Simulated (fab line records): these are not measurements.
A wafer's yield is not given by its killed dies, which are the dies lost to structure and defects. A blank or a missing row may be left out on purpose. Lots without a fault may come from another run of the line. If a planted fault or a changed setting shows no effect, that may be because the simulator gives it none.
fab line records -- flow sfq-line
record: lots: 14, wafers: 42, last-day: 86
route steps=325 shown JJ@188
lots that met no fault: from a run of the same line without faults
start-h: start of the lot's first displayed wafer, in hours after the record's first day -- wait-h: hours from the lot's prior step to this one -- " the same as in the row above -- L1.1+2: one row covering several wafers at once -- - either no value or no given start -- * or withheld: withheld -- < > ~ a bound
route shown NAME@n: NAME is a module with steps in the file, n the number in the route of the first one -- usual: mean and standard deviation over wafers with no fault -- same: alike in all rows -- chamber/n: place in a boat -- sites: per-site readings -- _std_site: the values' standard deviation -- _edge_site: inner sites' mean taken away from outer sites' mean -- radius-mm: how far each site lies from the wafer's centre -- mask NAME#n: copy n -- behind: the most recent tool/chamber to have shaped the wafer -- hold: what put the lot on hold/how long, in hours/how the hold closed -- device: which transistor (n, p or np) failed to switch -- end of line: tests of these same wafers at the route's end -- step lacking rows: just its recipe -- killed: dies lost to structure and defects at the first sort, not the wafer's yield -- map: shows each die of a wafer: x if killed, . if not, _ if none is there
set.NAME: the run value of the setting; set.NAME@STEP: its run value at that earlier step -- model.NAME: the simulator's own value behind a step, which no gauge read
one table for each step of the route and one row for each wafer, over a sample of lots
services: from which hour (start-h, from the record's first day; less than 0 if before it) a tool's chamber was out of use, for how many hours, and why
== steps ==
step: SFQ_TRILAYER_JJ_CE_LITHO_EXPOSE_115
recipe: mask-id: J5, na: 0.6, source-shape: conventional, sigma-outer: 0.65, target-cd-nm: 700, dose-mj: 14.4
lot.wafer,tool,chamber,start-h,wait-h,mask
L693.4+5+6,krf-scanner-01,0,1012.61,-,J5#0
L694.1+2+3,krf-scanner-01,0,1013.21,-,J5#0
L695.1+2+6,krf-scanner-01,0,1104.99,-,J5#0
L696.1+2+4,krf-scanner-01,0,1106.19,-,J5#0
L697.3+4+5,krf-scanner-01,0,1107.79,-,J5#0
L698.3+4+5,krf-scanner-01,0,1108.99,-,J5#0
L699.1+4+6,krf-scanner-02,0,1205.51,-,J5#0
L700.1+5+6,krf-scanner-02,0,1222.17,-,J5#0
L701.2+3+5,krf-scanner-02,0,1240.28,-,J5#0
L702.1+3+4,krf-scanner-02,0,1255.51,-,J5#0
L703.1+3+4,krf-scanner-02,0,1265.05,-,J5#0
L704.2+5+6,krf-scanner-02,0,1273.00,-,J5#0
L713.1+4+5,krf-scanner-01,0,1371.25,-,J5#0
L714.2+3+5,krf-scanner-01,0,1372.65,-,J5#0
step: SFQ_JJ_OVL_MEAS_931
usual: J5_OVL: -1/4.2
lot.wafer,tool,chamber,start-h,wait-h,J5_OVL[nm]
L693.4,overlay-02,-,1013.53,0.1,-7
L693.5,overlay-02,-,1013.53,0.1,-9
L693.6,overlay-02,-,1013.53,0.1,-4
L694.1,overlay-02,-,1014.71,0.1,3
L694.2,overlay-02,-,1014.71,0.1,3
L694.3,overlay-02,-,1014.71,0.1,2
L695.1,overlay-01,-,1106.49,0.1,-2
L695.2,overlay-01,-,1106.49,0.1,-9
L695.6,overlay-01,-,1106.49,0.1,-7
L696.1,overlay-01,-,1107.69,0.1,-3
L696.2,overlay-01,-,1107.69,0.1,-3
L696.4,overlay-01,-,1107.69,0.1,-6
L697.3,overlay-01,-,1108.90,0.1,-4
L697.4,overlay-01,-,1108.90,0.1,0
L697.5,overlay-01,-,1108.90,0.1,-10
L698.3,overlay-01,-,1110.10,0.1,-1
L698.4,overlay-01,-,1110.10,0.1,1
L698.5,overlay-01,-,1110.10,0.1,-2
L699.1,overlay-02,-,1207.01,0.1,-2
L699.4,overlay-02,-,1207.01,0.1,-6
L699.6,overlay-02,-,1207.01,0.1,-5
L700.1,overlay-02,-,1223.67,0.1,5
L700.5,overlay-02,-,1223.67,0.1,1
L700.6,overlay-02,-,1223.67,0.1,0
L701.2,overlay-02,-,1241.59,0.1,-6
L701.3,overlay-02,-,1241.59,0.1,-1
L701.5,overlay-02,-,1241.59,0.1,-1
L702.1,overlay-02,-,1257.01,0.1,-4
L702.3,overlay-02,-,1257.01,0.1,-5
L702.4,overlay-02,-,1257.01,0.1,-8
L703.1,overlay-01,-,1266.55,0.1,124
L703.3,overlay-01,-,1266.55,0.1,119
L703.4,overlay-01,-,1266.55,0.1,127
L704.2,overlay-02,-,1274.30,0.1,121
L704.5,overlay-02,-,1274.30,0.1,121
L704.6,overlay-02,-,1274.30,0.1,119
L713.1,overlay-02,-,1372.75,0.1,-6
L713.4,overlay-02,-,1372.75,0.1,-1
L713.5,overlay-02,-,1372.75,0.1,1
L714.2,overlay-02,-,1374.05,0.1,-1
L714.3,overlay-02,-,1374.05,0.1,-9
L714.5,overlay-02,-,1374.05,0.1,-6
== services ==
tool,chamber,start-h,hours,kind
krf-scanner-02,-,1003.19,4.4,pm
krf-scanner-01,-,1008.73,0.8,pm
krf-scanner-02,-,1024.37,1.3,pm
krf-scanner-02,-,1087.96,1.5,repair
krf-scanner-02,-,1095.50,0.8,pm
krf-scanner-01,-,1103.69,1.3,pm
krf-scanner-01,-,1154.18,1.0,pm
krf-scanner-02,-,1157.90,1.0,pm
krf-scanner-01,-,1173.96,0.8,pm
krf-scanner-02,-,1187.88,0.2,repair
krf-scanner-02,-,1200.49,1.3,pm
krf-scanner-02,-,1250.28,4.0,pm
krf-scanner-02,-,1271.90,0.8,repair
krf-scanner-01,-,1279.20,1.3,pm
krf-scanner-01,-,1323.52,1.0,pm
krf-scanner-02,-,1326.80,1.0,pm
krf-scanner-01,-,1342.52,0.8,pm
krf-scanner-01,-,1350.52,1.7,repair
== key ==
first-sign: step: SFQ_JJ_OVL_MEAS_931, reading: J5_OVL, direction: up, sigmas: 29, usual: -1, struck: 122
effect none on later readings
met-at SFQ_TRILAYER_JJ_CE_LITHO_EXPOSE_115
struck-lots L703,L704
onset-between 1255.51 1265.05
fault: kind: scanner-matching-overlay, tool: krf-scanner-02, chamber: -, onset-h: 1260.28, steps: SFQ_TRILAYER_JJ_CE_LITHO_EXPOSE_115, offset: 125.49
